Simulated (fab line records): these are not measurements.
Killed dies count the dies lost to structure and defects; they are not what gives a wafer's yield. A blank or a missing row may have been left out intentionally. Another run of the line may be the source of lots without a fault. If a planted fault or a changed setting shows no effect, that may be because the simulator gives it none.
What tool caused it?    flow sky130    21 wafers from 7 lots sampled at 2 of the route's 708 steps

WHAT THE GAUGES SHOWED, per wafer
SKY_LDD_P_CD_MEAS_07: target cd 380 nm.
lot   measured      on         cd nm (nm)
L234  day 19 08:00  cd sem-02  381.2 379.2 379.2
L236  day 20 01:18  cd sem-02  379.6 380.1 378.3
L239  day 22 12:43  cd sem-02  383.2 380.3 383.3
L241  day 22 19:22  cd sem-02  380.5 380.3 380.6
L246  day 24 00:26  cd sem-02  379.5 381.1 380.2
L250  day 25 01:26  cd sem-01  374.2 348.7 358.4
L256  day 27 10:43  cd sem-02  381.9 380.0 380.6

EACH LOT AND THE TOOL THAT RAN IT (in order: tool; ch and the chambers of the sampled wafers; start)
lot   SKY_LDD_P_EXPOSE_04
L234  iline stepper-02 ch 0, day 18 17:55
L236  iline stepper-01 ch 0, day 19 10:58
L239  iline stepper-01 ch 0, day 21 21:50
L241  iline stepper-01 ch 0, day 22 04:35
L246  iline stepper-02 ch 0, day 23 09:29
L250  iline stepper-02 ch 0, day 24 12:01
L256  iline stepper-01 ch 0, day 26 20:44
- SKY_LDD_P_EXPOSE_04: exposes mask PSDM, target cd 380 nm.

THE ANSWER, worked out from the rows above alone
Rule: what is usual is taken from the lots themselves. Put in order of their means at a reading, lots are off if they are a third of the lots or fewer, leave a main group of 4 or more, and stand apart from it by a gap of 3 or more times the standard deviation of the main group's means; of several such gaps the widest counts. Not used: any main group whose means are identical at the precision the tables above print for the reading. A lot without any number at a reading at which 4 lots or more have one is off too. All remaining lots with rows at the step are treated as sound.
Off: L250 (SKY_LDD_P_CD_MEAS_07, cd nm). The main group: mean 380.5 nm, standard deviation 0.92.
A tool fits if, at a process step before that reading, it ran every lot that is off, and no sound lot after the first of them. Those tools and the gauges at SKY_LDD_P_CD_MEAS_07 are tried in the same way. This does not decide it: 2 tools fit, namely iline stepper-02 at SKY_LDD_P_EXPOSE_04 and cd sem-01 at SKY_LDD_P_CD_MEAS_07.

WHAT HAD BEEN PUT IN BY THE SIMULATOR
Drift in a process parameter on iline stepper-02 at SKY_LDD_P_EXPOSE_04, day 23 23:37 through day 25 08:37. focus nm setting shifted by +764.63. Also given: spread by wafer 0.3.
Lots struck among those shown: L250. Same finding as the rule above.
